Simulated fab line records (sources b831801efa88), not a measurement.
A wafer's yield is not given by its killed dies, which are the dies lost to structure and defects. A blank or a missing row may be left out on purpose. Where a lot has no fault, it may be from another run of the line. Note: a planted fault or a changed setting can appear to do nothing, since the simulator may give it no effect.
Which tool is to blame? :: flow sky130 :: at 1 step of a route of 708, 11 lots with 33 wafers sampled

WHAT THE GAUGES READ, wafer by wafer
SKY_METAL4_OVL_MEAS_14.
lot: L638
measured: day 41 14:15
on: overlay-02
METAL4_OVL (nm): 8 3 7

lot: L640
measured: day 42 06:12
on: overlay-01
METAL4_OVL (nm): 2 9 9

lot: L641
measured: day 42 15:11
on: overlay-02
METAL4_OVL (nm): 2 -2 2

lot: L642
measured: day 42 16:27
on: overlay-01
METAL4_OVL (nm): 3 -1 9

lot: L643
measured: day 43 04:33
on: overlay-02
METAL4_OVL (nm): 14 8 15

lot: L644
measured: day 43 14:36
on: overlay-01
METAL4_OVL (nm): 11 7 9

lot: L649
measured: day 44 16:35
on: overlay-01
METAL4_OVL (nm): 1 2 4

lot: L653
measured: day 46 02:55
on: overlay-01
METAL4_OVL (nm): 5 10 5

lot: L655
measured: day 46 22:06
on: overlay-01
METAL4_OVL (nm): 5 8 5

lot: L657
measured: day 47 04:00
on: overlay-01
METAL4_OVL (nm): 15 17 13

lot: L658
measured: day 47 04:50
on: overlay-01
METAL4_OVL (nm): -1 -6 3

WHAT TOOL EACH LOT RAN ON (gives the tool, then ch and the chambers of the sampled wafers, and finally the start)
The record shows no process step preceding these readings.

THE ANSWER, worked out from the rows above alone
Rule: what is usual is taken from the lots themselves. Put in order of their means at a reading, lots are off if they are a third of the lots or fewer, leave a main group of 4 or more, and stand apart from it by a gap of 3 or more times the standard deviation of the main group's means; of several such gaps the widest counts. The tables above print the reading to a certain number of digits; a main group whose means all agree to those digits is not used. A lot without any number at a reading at which 4 lots or more have one is off too. Where the step has rows for the other lots, those lots are counted as sound.
None of the lots is off at any reading shown; this tells nothing.

WHAT THE SIMULATOR HAD INSERTED
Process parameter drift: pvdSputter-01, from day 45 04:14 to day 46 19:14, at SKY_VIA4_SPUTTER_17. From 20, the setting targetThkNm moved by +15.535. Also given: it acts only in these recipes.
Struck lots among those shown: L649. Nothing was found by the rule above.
